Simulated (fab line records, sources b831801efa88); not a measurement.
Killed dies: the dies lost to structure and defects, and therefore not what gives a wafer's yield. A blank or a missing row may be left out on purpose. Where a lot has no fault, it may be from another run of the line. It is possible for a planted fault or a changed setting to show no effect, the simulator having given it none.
Struck lot and sound lot, side by side	flow gf180mcu	16 out of 602 route steps
Sound: these wafers, L182.2, L182.5, L182.6. Struck: wafer L193.2 (left out: L193.4, L193.5 of the same lot, which were not struck); the cause appears at the end.
Each step with rows lists, per side, the tool, then ch with its chambers, then its first start. Under that, the readings that differ: sound wafers	struck wafers	difference of the means	sigmas: that difference in standard deviations of wafers without a fault.
alike: words and numbers the same on both sides, and readings whose means are apart by under 2 such deviations; not compared: readings that were withheld, readings missing a value for some wafer, numbers with overlapping values and no deviation given by the record, and bounds like >300 which may hide the same value.
A row with sigmas, a row that says differs or no value, or rows on one side alone: a step with any of these is where the two part. Non-overlapping numbers with no deviation appear without sigmas and do not part them. A reading that every wafer of one side lacks parts them only if that side has two wafers or more.

first, 1 step without rows for these wafers: GF_HV_LDD_DEVELOP_18 (develop time 60 s).
GF_HV_LDD_CD_MEAS_19: the cd target is 400 nm.
  sound on cd_sem-01 at day 13 22:28; struck on cd_sem-01 at day 17 10:10
  alike: cd_nm
GF_HV_LDD_OVL_MEAS_20:
  sound on overlay-01 at day 13 22:35; struck on overlay-01 at day 17 10:16
  alike: HV_LDD_01_OVL
after that, 1 step had no rows for these wafers: GF_HV_LDD_IMPLANT_21.
GF_HV_LDD_STRIP_22: strips in O2/N2.
  sound on plasma_asher-01 ch 0,1, day 13 22:46; struck on plasma_asher-02 ch 0, day 17 10:26
  alike: drypump_motor_current_A, heater_power_w, oes_product_au, strip_time_to_endpoint_s
  not compared: rf_hours_counter_h
GF_HV_LDD_TW_MEAS_23:
  sound on film_metro-01 at day 13 22:52; struck on film_metro-04 at day 17 10:33
  alike: HV_LDD_2_TW
then, 6 steps without rows for these wafers: GF_HV_LDD_DEHYDRATE_24 (time 60 s); GF_HV_LDD_HMDS_25 (prime time 60 s); GF_HV_LDD_COAT_26 (resist thk 1000 nm); GF_HV_LDD_SOFTBAKE_27 (time 60 s); GF_HV_LDD_EXPOSE_28 (exposes mask Nplus HV AREA, target cd 400 nm); GF_HV_LDD_PEB_29.
GF_HV_LDD_DEVELOP_30: develop time 60 s.
  sound on litho_track-04 ch 0, day 14 19:16; struck on litho_track-03 ch 0, day 18 09:59
  alike: developer_temp_C
GF_HV_LDD_CD_MEAS_31: the cd target is 400 nm.
  sound on cd_sem-02 at day 14 19:25; struck on cd_sem-02 at day 18 10:07
reading	sound	struck	difference	sigmas
cd_nm (nm)	399.7 398.3 397.7	416.3	+17.7	+8
GF_HV_LDD_OVL_MEAS_32:
  sound on overlay-02 at day 14 19:31; struck on overlay-01 at day 18 10:14
  alike: HV_LDD_02_OVL
after that, 1 step had no rows for these wafers: GF_PASSIVATION_PROBE_99.

== WHERE THEY PART ==
Only at GF_HV_LDD_CD_MEAS_31, as far as this record shows. Later steps at which nothing parts them and some readings are alike: GF_HV_LDD_OVL_MEAS_32.

WHY: what had been put in by the simulator
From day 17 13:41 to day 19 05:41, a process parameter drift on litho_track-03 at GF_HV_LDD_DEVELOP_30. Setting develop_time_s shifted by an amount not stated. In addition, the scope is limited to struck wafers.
